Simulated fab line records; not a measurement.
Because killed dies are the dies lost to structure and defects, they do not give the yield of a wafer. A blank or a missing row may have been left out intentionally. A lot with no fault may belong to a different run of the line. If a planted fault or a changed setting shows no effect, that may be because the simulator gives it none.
Chamber matching | flow sky130 | 4 sister chambers for SKY_VIA3_CMP_02 on cmp-01
The step polishes SiO2. 7 wafers are shown with their chamber, then 8 later ones without.

== WAFERS PAIRED WITH THEIR CHAMBERS ==
wafer  | chamber | motor-current-A (A) | head-pressure-psi (psi)
L820.4 | 1       | 12.2                | 4.002
L820.6 | 2       | 11.3                | 3.970
L819.2 | 0       | 12.6                | 4.003
L819.4 | 1       | 12.4                | 4.007
L822.1 | 2       | 11.0                | 4.006
L822.6 | 3       | 11.5                | 4.005
L832.1 | 3       | 11.9                | 3.981

== WAFERS WHOSE CHAMBER IS MISSING ==
wafer  | motor-current-A (A) | head-pressure-psi (psi)
L832.3 | 11.0                | 4.012
L832.5 | 12.2                | 4.002
L833.2 | 12.5                | 3.995
L833.5 | 10.8                | 3.991
L833.6 | 11.8                | 4.008
L838.1 | 11.2                | 4.002
L838.2 | 13.0                | 4.001
L838.6 | 11.8                | 4.005

== WHICH CHAMBER EACH WENT THROUGH ==
wafer  | from the rows above          | in truth
L832.3 | can't be placed: 2 or 3      | 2
L832.5 | can't be placed: 1 or 0 or 3 | 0
L833.2 | can't be placed: 0 or 1      | 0
L833.5 | 2                            | 2
L833.6 | can't be placed: 3 or 1      | 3
L838.1 | can't be placed: 2 or 3      | 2
L838.2 | can't be placed: 0 or 1      | 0
L838.6 | can't be placed: 3 or 1      | 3
Correctly placed: 1 of 8. Cannot be placed on the basis of these rows: 7; the candidates contain the true chamber in 7. Wrongly placed: 0.
How it was worked out, from the rows above alone: a wafer's distance from a chamber is the root of the sum, over the readings, of the square of ((its reading less the chamber's mean) divided by the reading's scatter). The wafer belongs to the nearest chamber; if the next one is less than 2 further off, it can't be placed. Each chamber's mean is taken over the wafers shown for it. The scatter: take each reading less its chamber's mean, square it, sum over the shown wafers, divide by the number of wafers less the number of chambers, and take the root.
